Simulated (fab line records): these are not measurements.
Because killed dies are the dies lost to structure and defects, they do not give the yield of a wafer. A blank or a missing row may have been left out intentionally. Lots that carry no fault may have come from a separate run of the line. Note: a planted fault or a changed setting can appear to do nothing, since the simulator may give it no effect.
fab line records	flow gf180mcu
record: lots: 7	wafers: 21	last_day: 34
route steps=602 shown M4@468 V4@476
lots that met no fault: from a run of the same line without faults
start_h: hours from the record's first day to the start of the lot's first wafer shown	wait_h: hours elapsed since this lot's preceding step	" repeats the value in the row above	L1.1+2: several wafers, shown together as one row	- value missing, or start not given	* or withheld: withheld	< > ~ a bound
route shown NAME@n: names a module that has steps shown in the file, with the first one's number in the route	usual: mean/standard deviation of fault-free wafers	same: alike in all rows	chamber/n: place in a boat	sites: readings site by site	_std_site: standard deviation across them	_edge_site: outer sites' mean less inner sites'	radius_mm: for every site, how far away it sits from the centre of the wafer	mask NAME#n: copy n	behind: the most recent tool/chamber to have shaped the wafer	hold: what put the lot on hold/how long, in hours/how the hold closed	device: which transistor (n, p or np) failed to switch	end of line: at the end of the route, the tests of the same wafers	step lacking rows: just its recipe	killed: dies that structure and defects cost at the first sort, which is not the same as the wafer's yield	map: per-die view of a wafer (x killed, . not killed, _ where there is no die)
set.NAME: the setting that was run; set.NAME@STEP: the one run at that earlier step	model.NAME: the simulator's own value behind a step, which no gauge read
lots at some steps of the route; a table a step, a row a wafer
services: the hour from which a tool's chamber was out of use, counted from the record's first day as start_h (under 0 if before that day), plus the number of hours and why
== steps ==
step: GF_M4_PEB_12
recipe: peb_temp_c: 135	peb_time_s: 90	resist: KrF
step: GF_M4_DEVELOP_13
recipe: develop_time_s: 60	dev_temp_c: 21
step: GF_M4_CD_MEAS_14
recipe: target_cd_nm: 280
usual: cd_nm: 280.5/1.4
lot.wafer	tool	chamber	start_h	wait_h	cd_nm
L342.1	cd_sem-02	-	536.12	0.1	279.2
L342.4	"	-	"	"	279.1
L342.6	"	-	"	"	279.9
L349.1	cd_sem-01	-	616.52	0.1	276.0
L349.2	"	-	"	"	278.8
L349.4	"	-	"	"	279.3
L350.2	cd_sem-02	-	625.08	0.1	279.0
L350.4	"	-	"	"	278.7
L350.5	"	-	"	"	277.9
L351.1	cd_sem-01	-	627.62	0.1	280.6
L351.2	"	-	"	"	281.0
L351.3	"	-	"	"	280.7
L353.2	cd_sem-02	-	644.74	0.1	281.6
L353.3	"	-	"	"	282.2
L353.4	"	-	"	"	281.1
L358.1	cd_sem-02	-	678.12	0.1	279.3
L358.5	"	-	"	"	279.7
L358.6	"	-	"	"	280.8
L361.1	cd_sem-02	-	693.17	0.1	279.4
L361.3	"	-	"	"	279.3
L361.5	"	-	"	"	279.9
step: GF_M4_OVL_MEAS_15
usual: M4_OVL: -3/4.8
lot.wafer	tool	chamber	start_h	wait_h	M4_OVL[nm]
L342.1	overlay-02	-	536.24	0.1	-5
L342.4	"	-	"	"	1
L342.6	"	-	"	"	2
L349.1	overlay-02	-	616.64	0.1	-4
L349.2	"	-	"	"	-2
L349.4	"	-	"	"	-3
L350.2	overlay-01	-	625.19	0.1	-14
L350.4	"	-	"	"	-18
L350.5	"	-	"	"	-16
L351.1	overlay-01	-	627.74	0.1	-1
L351.2	"	-	"	"	3
L351.3	"	-	"	"	-3
L353.2	overlay-01	-	644.84	0.1	-5
L353.3	"	-	"	"	-4
L353.4	"	-	"	"	-10
L358.1	overlay-02	-	678.24	0.1	0
L358.5	"	-	"	"	0
L358.6	"	-	"	"	-2
L361.1	overlay-02	-	693.29	0.1	-1
L361.3	"	-	"	"	-7
L361.5	"	-	"	"	0
step: GF_M4_METAL_ETCH_16
recipe: chemistry: Cl2/BCl3	mask_material: KrF	target_depth_nm: 627.5	stop_on: SiO2	pressure_mtorr: 8	icp_w: 800	bias_w: 140	Cl2_flow_sccm: 80	bcl3_flow_sccm: 40	time_s: 104.6
usual: drypump_motor_current_A: 5.72/0.29	oes_product_au: 0.974/0.0068	throttle_valve_pct: 28.249/0.011
lot.wafer	tool	chamber	start_h	wait_h	drypump_motor_current_A	oes_product_au	rf_hours_counter_h	throttle_valve_pct
L342.1	rie_metal-02	0	536.28	0.0	5.78	0.964	1	28.246
L342.4	"	1	"	"	5.31	0.966	-	28.260
L342.6	"	0	"	"	5.79	0.957	-	28.257
L349.1	rie_metal-04	1	616.67	0.0	5.81	0.980	2	28.253
L349.2	"	0	"	"	5.58	0.968	3	28.247
L349.4	"	0	"	"	5.59	0.972	-	28.241
L350.2	rie_metal-04	1	625.22	0.0	5.81	0.974	2	28.237
L350.4	"	0	"	"	5.57	0.971	-	28.255
L350.5	"	0	"	"	5.57	0.974	-	28.251
L351.1	rie_metal-01	1	627.78	0.0	5.83	0.976	13	28.241
L351.2	"	0	"	"	6.32	0.983	10	28.239
L351.3	"	1	"	"	5.78	0.986	-	28.249
L353.2	rie_metal-02	1	644.87	0.0	5.31	0.973	3	28.247
L353.3	"	1	"	"	5.31	0.965	-	28.261
L353.4	"	0	"	"	5.77	0.965	-	28.261
L358.1	rie_metal-04	0	678.27	0.0	5.55	0.966	5	28.237
L358.5	"	0	"	"	5.57	0.976	-	28.266
L358.6	"	1	"	"	5.82	0.976	-	28.260
L361.1	rie_metal-04	0	693.33	0.0	5.56	0.978	6	28.246
L361.3	"	0	"	"	5.55	0.967	-	28.249
L361.5	"	1	"	"	5.85	0.964	-	28.270
step: GF_M4_STRIP_17
recipe: chemistry: O2/N2	power_w: 1400	pressure_mtorr: 1500	platen_temp_c: 250	o2_flow_sccm: 3000	n2_flow_sccm: 300	overash_fraction: 0.5
usual: drypump_motor_current_A: 6.0/0.38	heater_power_w: 359/23	oes_product_au: 0.558/0.0045	strip_time_to_endpoint_s: 7.86/0.037
same: overash_fraction: 0.5
lot.wafer	tool	chamber	start_h	wait_h	drypump_motor_current_A	heater_power_w	oes_product_au	rf_hours_counter_h	strip_time_to_endpoint_s
L342.1	plasma_asher-03	0	536.39	0.1	6.2	317	0.552	77	7.90
L342.4	"	1	"	"	6.2	353	0.561	-	7.88
L342.6	"	0	"	"	6.2	312	0.553	-	7.91
L349.1	plasma_asher-01	0	616.79	0.1	6.5	387	0.559	17	7.81
L349.2	"	1	"	"	5.6	368	0.559	17	7.86
L349.4	"	1	"	"	5.7	362	0.555	-	7.81
L350.2	plasma_asher-01	0	625.33	0.1	6.4	390	0.560	18	7.84
L350.4	"	0	"	"	6.4	380	0.555	-	7.89
L350.5	"	1	"	"	5.6	372	0.560	-	7.90
L351.1	plasma_asher-02	0	627.89	0.1	5.2	369	0.560	53	7.87
L351.2	"	1	"	"	6.1	350	0.560	53	7.83
L351.3	"	1	"	"	6.1	362	0.551	-	7.85
L353.2	plasma_asher-01	1	644.99	0.1	5.7	361	0.561	20	7.85
L353.3	"	0	"	"	6.4	386	0.567	-	7.83
L353.4	"	1	"	"	5.7	363	0.559	-	7.87
L358.1	plasma_asher-01	1	678.39	0.1	5.6	376	0.555	24	7.87
L358.5	"	1	"	"	5.6	372	0.561	-	7.89
L358.6	"	0	"	"	6.4	379	0.552	-	7.85
L361.1	plasma_asher-02	0	693.44	0.1	5.2	364	0.555	60	7.88
L361.3	"	0	"	"	5.2	366	0.560	-	7.89
L361.5	"	1	"	"	6.1	354	0.554	-	7.87
step: GF_M4_STRIP_18
recipe: chemistry: post_etch_residue_remover	time_s: 1200	temp_c: 72.5
step: GF_M4_CLEAN_19
recipe: chemistry: DIW	dry: n2_spin
step: GF_V4_CVD_00
recipe: material: SiO2	target_thk_nm: 600	sigma_open_frac: 0.3	temp_c: 400	time_s: 100	sih4_flow_sccm: 62.55	pressure_mtorr: 6
step: GF_V4_THK_MEAS_01
recipe: reads: SiO2_of_V4_CVD_00
usual: V4_CVD_00_THK: 627/5.1
lot.wafer	tool	chamber	start_h	wait_h	V4_CVD_00_THK[nm]
L342.1	film_metro-01	-	537.00	0.0	621
L342.4	"	-	"	"	622
L342.6	"	-	"	"	613
L349.1	film_metro-01	-	617.45	0.1	625
L349.2	"	-	"	"	635
L349.4	"	-	"	"	625
L350.2	film_metro-01	-	625.98	0.0	627
L350.4	"	-	"	"	624
L350.5	"	-	"	"	628
L351.1	film_metro-01	-	628.49	0.0	635
L351.2	"	-	"	"	632
L351.3	"	-	"	"	633
L353.2	film_metro-04	-	645.64	0.0	632
L353.3	"	-	"	"	633
L353.4	"	-	"	"	631
L358.1	film_metro-01	-	678.99	0.0	626
L358.5	"	-	"	"	628
L358.6	"	-	"	"	628
L361.1	film_metro-04	-	694.04	0.0	628
L361.3	"	-	"	"	630
L361.5	"	-	"	"	624
step: GF_V4_CVD_02
recipe: material: SiO2	target_thk_nm: 850	precursor: TEOS	temp_c: 400	time_s: 94.851	rf_w: 600
usual: heater_power_w: 723/95
lot.wafer	tool	chamber	start_h	wait_h	heater_power_w
L342.1	pecvd-04	2	537.06	0.1	801
L342.4	"	0	"	"	651
L342.6	"	1	"	"	733
L349.1	pecvd-04	2	617.51	0.1	711
L349.2	"	1	"	"	786
L349.4	"	1	"	"	623
L350.2	pecvd-02	0	626.03	0.0	616
L350.4	"	2	"	"	786
L350.5	"	1	"	"	638
L351.1	pecvd-04	0	628.55	0.1	738
L351.2	"	2	"	"	723
L351.3	"	1	"	"	652
L353.2	pecvd-02	2	645.69	0.0	811
L353.3	"	1	"	"	643
L353.4	"	2	"	"	855
L358.1	pecvd-03	2	679.05	0.1	603
L358.5	"	2	"	"	706
L358.6	"	1	"	"	852
L361.1	pecvd-03	1	694.10	0.1	884
L361.3	"	2	"	"	578
L361.5	"	1	"	"	724
step: GF_V4_THK_MEAS_03
recipe: reads: SiO2_of_V4_CVD_02
usual: V4_CVD_02_THK: 854/9.9
lot.wafer	tool	chamber	start_h	wait_h	V4_CVD_02_THK[nm]
L342.1	film_metro-02	-	537.13	0.0	861
L342.4	"	-	"	"	871
L342.6	"	-	"	"	871
L349.1	film_metro-01	-	617.58	0.0	840
L349.2	"	-	"	"	844
L349.4	"	-	"	"	855
L350.2	film_metro-01	-	626.11	0.0	841
L350.4	"	-	"	"	853
L350.5	"	-	"	"	857
L351.1	film_metro-04	-	628.62	0.0	863
L351.2	"	-	"	"	854
L351.3	"	-	"	"	852
L353.2	film_metro-04	-	645.77	0.0	837
L353.3	"	-	"	"	843
L353.4	"	-	"	"	861
L358.1	film_metro-04	-	679.16	0.1	850
L358.5	"	-	"	"	861
L358.6	"	-	"	"	853
L361.1	film_metro-02	-	694.17	0.0	840
L361.3	"	-	"	"	849
L361.5	"	-	"	"	856
step: GF_V4_CMP_04
recipe: material: SiO2	down_force_psi: 4	platen_rpm: 60	pad_velocity_m_s: 0.94248
usual: edge_zone_pressure_frac: 1.000/0.0051	head_pressure_psi: 4.001/0.0093	motor_current_A: 12.3/1	time_to_endpoint_s: 83/4.5
lot.wafer	tool	chamber	start_h	wait_h	edge_zone_pressure_frac	head_pressure_psi	motor_current_A	time_to_endpoint_s	model.SiO2_of_V4_CVD_02.thk_nm
L342.4	cmp-01	0	537.24	0.1	0.995	4.001	12.3	87	632.5
L342.1	"	2	"	"	0.999	3.976	11.4	83	631.9
L342.6	"	3	"	"	1.001	4.016	12.3	90	632.2
L349.2	cmp-02	3	617.83	0.2	-	-	-	-	843
L349.4	"	0	"	"	-	-	-	-	854.7
L349.1	"	1	"	"	-	-	-	-	840
L350.2	cmp-01	1	626.16	0.0	-	-	-	-	840.8
L350.4	"	0	"	"	-	-	-	-	853.8
L350.5	"	2	"	"	-	-	-	-	857.4
L351.3	cmp-01	0	628.73	0.1	-	-	-	-	852.2
L351.1	"	1	"	"	-	-	-	-	863.1
L351.2	"	2	"	"	-	-	-	-	854.5
L353.2	cmp-02	3	645.82	0.0	0.999	3.998	14.3	77	632.4
L353.3	"	0	"	"	1.003	3.993	11.3	79	632.2
L353.4	"	2	"	"	0.992	4.006	12.1	84	632.9
L358.1	cmp-01	2	679.27	0.1	1.001	4.008	10.7	86	631.9
L358.5	"	1	"	"	0.988	3.994	11.5	88	631.8
L358.6	"	2	"	"	1.006	3.991	11.0	85	633.1
L361.1	cmp-01	3	694.33	0.1	0.994	3.990	12.3	80	631.8
L361.3	"	0	"	"	0.999	4.010	13.0	81	632.5
L361.5	"	2	"	"	1.001	4.008	11.8	87	634.1
step: GF_V4_BOW_MEAS_05
recipe: mode: bow
usual: V4_BOW: 137/9.6
lot.wafer	tool	chamber	start_h	wait_h	V4_BOW[um]
L342.1	film_metro-01	-	537.49	0.1	145
L342.4	"	-	"	"	140
L342.6	"	-	"	"	138
L349.1	film_metro-01	-	618.08	0.1	136
L349.2	"	-	"	"	140
L349.4	"	-	"	"	146
L350.2	film_metro-02	-	626.48	0.3	140
L350.4	"	-	"	"	154
L350.5	"	-	"	"	145
L351.1	film_metro-01	-	628.98	0.1	161
L351.2	"	-	"	"	155
L351.3	"	-	"	"	156
L353.2	film_metro-02	-	646.14	0.3	158
L353.3	"	-	"	"	148
L353.4	"	-	"	"	154
L358.1	film_metro-01	-	679.52	0.2	145
L358.5	"	-	"	"	143
L358.6	"	-	"	"	134
L361.1	film_metro-02	-	694.53	0.1	132
L361.3	"	-	"	"	131
L361.5	"	-	"	"	140
step: GF_V4_DEHYDRATE_06
recipe: temp_c: 200	time_s: 60
step: GF_V4_HMDS_07
recipe: prime_time_s: 60	prime_temp_c: 119.3
step: GF_V4_COAT_08
recipe: resist: BARC	temp_c: withheld	time_s: withheld	spin_rpm: withheld	resist_thk_nm: withheld
step: GF_V4_COAT_09
recipe: resist: KrF	spin_rpm: withheld	resist_thk_nm: 1000
step: GF_V4_SOFTBAKE_10
recipe: temp_c: 130	time_s: 60	resist: KrF
step: GF_V4_EXPOSE_11
recipe: mask_id: Via4	target_cd_nm: 260	na: 0.68	source_shape: conventional	sigma_outer: 0.6	dose_mj: 38
step: GF_V4_PEB_12
recipe: peb_temp_c: 135	peb_time_s: 90	resist: KrF
step: GF_V4_DEVELOP_13
recipe: develop_time_s: 60	resist: KrF	dev_temp_c: 21
step: GF_V4_CD_MEAS_14
recipe: target_cd_nm: 260
usual: cd_nm: 259.7/1.1
lot.wafer	tool	chamber	start_h	wait_h	cd_nm
L342.1	cd_sem-01	-	560.22	0.1	260.9
L342.4	"	-	"	"	260.2
L342.6	"	-	"	"	259.6
L349.1	cd_sem-02	-	638.16	0.1	260.5
L349.2	"	-	"	"	260.6
L349.4	"	-	"	"	260.1
L350.2	cd_sem-02	-	646.49	0.1	258.0
L350.4	"	-	"	"	259.3
L350.5	"	-	"	"	258.8
L351.1	cd_sem-01	-	648.67	0.1	260.3
L351.2	"	-	"	"	259.8
L351.3	"	-	"	"	259.8
L353.2	cd_sem-01	-	665.67	0.1	260.2
L353.3	"	-	"	"	258.9
L353.4	"	-	"	"	259.1
L358.1	cd_sem-02	-	698.36	0.1	258.1
L358.5	"	-	"	"	259.7
L358.6	"	-	"	"	259.6
L361.1	cd_sem-02	-	713.37	0.1	258.1
L361.3	"	-	"	"	258.4
L361.5	"	-	"	"	257.7
step: GF_V4_OVL_MEAS_15
usual: V4_OVL: -1/5.7
lot.wafer	tool	chamber	start_h	wait_h	V4_OVL[nm]
L342.1	overlay-01	-	560.34	0.1	-1
L342.4	"	-	"	"	0
L342.6	"	-	"	"	2
L349.1	overlay-02	-	638.28	0.1	-9
L349.2	"	-	"	"	-9
L349.4	"	-	"	"	-10
L350.2	overlay-01	-	646.60	0.1	8
L350.4	"	-	"	"	12
L350.5	"	-	"	"	1
L351.1	overlay-02	-	648.79	0.1	4
L351.2	"	-	"	"	11
L351.3	"	-	"	"	8
L353.2	overlay-02	-	665.77	0.1	2
L353.3	"	-	"	"	-8
L353.4	"	-	"	"	0
L358.1	overlay-01	-	698.48	0.1	-7
L358.5	"	-	"	"	1
L358.6	"	-	"	"	-6
L361.1	overlay-01	-	713.49	0.1	3
L361.3	"	-	"	"	0
L361.5	"	-	"	"	0
step: GF_V4_ETCH_16
recipe: chemistry: N2/H2	target_depth_a: withheld	overetch_a: withheld	time_s: withheld	target: BARC	ion_energy_ev: 200	source_w: 500	bias_w: 100	pressure_mtorr: 30	n2_flow_sccm: 100	h2_flow_sccm: 200
step: GF_V4_ETCH_17
recipe: chemistry: C4F8/O2/Ar	mask_material: KrF	target: SiO2	stop_on: TiN	source_w: 1500	bias_w: 1200	pressure_mtorr: 40	c4f8_flow_sccm: withheld	O2_flow_sccm: 6	Ar_flow_sccm: 300	time_s: withheld	target_depth_a: 6300
usual: oes_product_au: 0.856/0.0044
lot.wafer	tool	chamber	start_h	wait_h	oes_product_au	model.V4.feature_depth_nm	model.etch.depth_nm
L342.1	rie_diel-02	3	-	-	0.859	631.9	631.9
L342.4	"	2	"	"	0.857	632.5	632.5
L342.6	"	2	"	"	0.854	632.2	632.2
L349.1	rie_diel-01	3	-	-	1.619	822.2	822.2
L349.2	"	2	"	"	1.621	818.3	818.3
L349.4	"	2	"	"	1.622	816.1	816.1
L350.2	rie_diel-04	1	-	-	1.611	820.6	820.6
L350.4	"	2	"	"	1.622	816.7	816.7
L350.5	"	2	"	"	1.610	809.6	809.6
L351.1	rie_diel-04	1	-	-	1.608	813.8	813.8
L351.2	"	3	"	"	1.616	819.7	819.7
L351.3	"	0	"	"	1.613	817.3	817.3
L353.2	rie_diel-01	1	-	-	0.857	632.4	632.4
L353.3	"	3	"	"	0.854	632.2	632.2
L353.4	"	2	"	"	0.853	632.9	632.9
L358.1	rie_diel-01	1	-	-	0.860	631.9	631.9
L358.5	"	1	"	"	0.862	631.8	631.8
L358.6	"	2	"	"	0.856	633.1	633.1
L361.1	rie_diel-02	3	-	-	0.854	631.8	631.8
L361.3	"	0	"	"	0.855	632.5	632.5
L361.5	"	3	"	"	0.861	634.1	634.1
step: GF_V4_STRIP_18
recipe: chemistry: O2/N2	power_w: 1400	pressure_mtorr: 1500	platen_temp_c: 250	o2_flow_sccm: 3000	n2_flow_sccm: 300	overash_fraction: 0.5
usual: drypump_motor_current_A: 5.9/0.51	heater_power_w: 341/34	oes_product_au: 0.593/0.0047
same: overash_fraction: 0.5
lot.wafer	tool	chamber	start_h	wait_h	drypump_motor_current_A	heater_power_w	oes_product_au	rf_hours_counter_h
L342.1	plasma_asher-04	1	560.51	-	4.8	282	0.589	96
L342.4	"	0	"	"	5.7	308	0.588	-
L342.6	"	0	"	"	5.7	311	0.597	-
L349.1	plasma_asher-03	0	638.45	-	6.1	313	0.595	88
L349.2	"	1	"	"	6.2	353	0.596	88
L349.4	"	0	"	"	6.2	321	0.599	-
L350.2	plasma_asher-01	0	646.76	-	6.5	399	0.593	20
L350.4	"	0	"	"	6.5	390	0.585	-
L350.5	"	1	"	"	5.6	369	0.591	-
L351.1	plasma_asher-01	0	648.96	-	6.4	393	0.596	20
L351.2	"	1	"	"	5.6	363	0.602	20
L351.3	"	0	"	"	6.5	397	0.591	-
L353.2	plasma_asher-03	0	665.93	-	6.2	319	0.589	90
L353.3	"	1	"	"	6.2	339	0.590	-
L353.4	"	0	"	"	6.2	307	0.598	-
L358.1	plasma_asher-03	1	698.65	-	6.2	334	0.581	95
L358.5	"	0	"	"	6.2	317	0.597	-
L358.6	"	1	"	"	6.2	350	0.591	-
L361.1	plasma_asher-01	0	713.65	-	6.4	388	0.591	28
L361.3	"	1	"	"	5.7	368	0.593	-
L361.5	"	0	"	"	6.5	384	0.599	-
step: GF_V4_STRIP_19
recipe: chemistry: post_etch_residue_remover	time_s: 1200	temp_c: 72.5
step: GF_V4_CLEAN_20
recipe: chemistry: DIW	dry: n2_spin
step: GF_V4_SPUTTER_21
recipe: material: Ti	target_thk_nm: 15	chamber_pressure_pa: 5	power_w: 2500	substrate_temp_c: 200	time_s: 80.02
usual: cathode_dc_power_W: 2500.1/0.44	throttle_valve_pct: 29.7/1.1
lot.wafer	tool	chamber	start_h	wait_h	cathode_dc_power_W	throttle_valve_pct
L342.1	pvd_sputter-02	-	561.04	0.0	2499.7	30.4
L342.4	"	-	"	"	2500.7	28.5
L342.6	"	-	"	"	2499.3	29.8
L349.1	pvd_sputter-03	-	639.02	0.0	2499.9	31.2
L349.2	"	-	"	"	2499.5	29.7
L349.4	"	-	"	"	2500.3	30.6
L350.2	pvd_sputter-03	-	647.41	0.0	2500.6	31.5
L350.4	"	-	"	"	2500.5	30.1
L350.5	"	-	"	"	2500.3	28.0
L351.1	pvd_sputter-03	-	649.58	0.0	2500.6	30.5
L351.2	"	-	"	"	2501.1	27.7
L351.3	"	-	"	"	2500.4	31.3
L353.2	pvd_sputter-03	-	666.48	0.0	2499.3	28.0
L353.3	"	-	"	"	2500.5	30.4
L353.4	"	-	"	"	2500.5	28.0
L358.1	pvd_sputter-03	-	699.19	0.0	2499.3	30.4
L358.5	"	-	"	"	2499.6	31.0
L358.6	"	-	"	"	2500.5	29.9
L361.1	pvd_sputter-03	-	714.19	0.0	2499.7	31.1
L361.3	"	-	"	"	2499.7	30.0
L361.5	"	-	"	"	2500.3	31.4
step: GF_V4_SPUTTER_22
recipe: material: TiN	target_thk_nm: 10	chamber_pressure_pa: 5	power_w: 4000	time_s: 40
step: GF_V4_CVD_23
recipe: material: W	target_thk_nm: 350	time_s: 104.9	temp_c: 400	pressure_torr: 40
step: GF_V4_CMP_26
recipe: stop_on: SiO2	down_force_psi: 3.5	platen_rpm: 60	t_overpolish_s: 15	target_thk_nm: 0	pad_velocity_m_s: 0.94248
usual: edge_zone_pressure_frac: 1.000/0.0047	head_pressure_psi: 3.500/0.0077	motor_current_A: 11.3/0.94
lot.wafer	tool	chamber	start_h	wait_h	edge_zone_pressure_frac	head_pressure_psi	motor_current_A	model.SiO2_of_V4_CVD_02.thk_nm
L342.1	cmp-02	1	561.43	0.1	1.005	3.487	10.9	628.1
L342.4	"	2	"	"	0.996	3.507	10.7	628.7
L342.6	"	1	"	"	1.002	3.499	11.4	628.4
L349.1	cmp-02	3	639.46	0.1	0.998	3.495	12.4	836.2
L349.2	"	0	"	"	0.999	3.497	10.7	839.2
L349.4	"	1	"	"	0.993	3.482	11.2	850.9
L350.2	cmp-01	0	647.85	0.1	1.000	3.500	11.3	837
L350.4	"	2	"	"	0.995	3.498	10.2	850
L350.5	"	3	"	"	0.999	3.487	11.4	853.6
L351.2	cmp-02	3	649.97	0.0	0.995	3.515	12.9	850.7
L351.1	"	1	"	"	1.007	3.498	11.3	859.3
L351.3	"	2	"	"	1.002	3.498	10.5	848.4
L353.2	cmp-01	1	666.92	0.1	1.002	3.492	10.2	628.6
L353.3	"	2	"	"	0.991	3.507	9.4	628.4
L353.4	"	3	"	"	0.995	3.503	11.3	629.2
L358.1	cmp-01	1	699.68	0.1	1.002	3.510	10.3	628.2
L358.6	"	3	"	"	1.000	3.494	11.4	629.3
L358.5	"	0	"	"	1.003	3.507	12.2	628
L361.3	cmp-01	1	714.74	0.1	0.995	3.501	10.0	628.7
L361.1	"	2	"	"	0.997	3.484	9.6	628
L361.5	"	1	"	"	1.006	3.504	10.3	630.4
== services ==
tool	chamber	start_h	hours	kind
plasma_asher-01	-	523.45	5.1	repair
plasma_asher-01	-	540.08	0.3	repair
rie_diel-01	-	547.98	1.5	repair
cmp-01	-	550.22	15.7	pm
plasma_asher-01	-	555.45	14.6	pm
pvd_sputter-03	-	561.38	0.7	repair
plasma_asher-03	-	561.58	5.1	repair
cmp-01	-	565.93	4.1	pm
cmp-01	-	572.00	4.0	pm
cmp-01	-	585.55	32.8	repair
cmp-02	-	588.57	2.1	repair
plasma_asher-03	-	614.87	2.1	repair
cmp-01	-	618.35	7.0	pm
cmp-02	-	625.36	3.4	pm
rie_diel-01	0	629.51	9.7	repair
pecvd-04	-	643.22	2.9	repair
plasma_asher-03	-	647.54	4.5	repair
rie_metal-04	1	652.73	21.3	repair
cmp-02	-	666.25	6.4	pm
pvd_sputter-03	-	683.69	2.2	repair
cmp-01	-	689.86	1.6	repair
rie_diel-01	2	706.25	3.1	repair
cmp-02	-	707.93	1.9	repair
plasma_asher-03	-	709.34	2.8	pm
== key ==
first_sign: step: GF_V4_CMP_04	reading: tool_record	direction: missing
effect: step: GF_V4_ETCH_17	reading: oes_product_au	direction: up	sigmas: 99+	usual: 0.856	struck: 1.616
model_effect: step: GF_V4_CMP_04	value: SiO2_of_V4_CVD_02.thk_nm	without: 633.4	struck: 851
model_effect: step: GF_V4_ETCH_17	value: V4.feature_depth_nm	without: 633.4	struck: 817.1
model_effect: step: GF_V4_CMP_26	value: SiO2_of_V4_CVD_02.thk_nm	without: 629.6	struck: 847.2
met_at GF_V4_CMP_04
struck_wafers L349.1,L349.2,L349.4,L350.2,L350.4,L350.5,L351.1,L351.2,L351.3
later_rows_left_out L349.1,L349.2,L349.4,L350.2,L350.4,L350.5,L351.1,L351.2,L351.3
sort_left_out L349.1,L349.2,L349.4,L350.2,L350.4,L350.5,L351.1,L351.2,L351.3
onset_between 537.24 617.83
fault: kind: skipped_step_whole	tool: cmp-01,cmp-02	chamber: -	onset_h: 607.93	steps: GF_V4_CMP_04	scope: struck_lots_only
sort_left_out: the simulated sort isn't trusted on such a fault, so these wafers' sort isn't shown, and their yield isn't known
later_rows_left_out: the simulator's readings of these wafers behind a module that went badly wrong aren't trusted and aren't shown, but for the sort
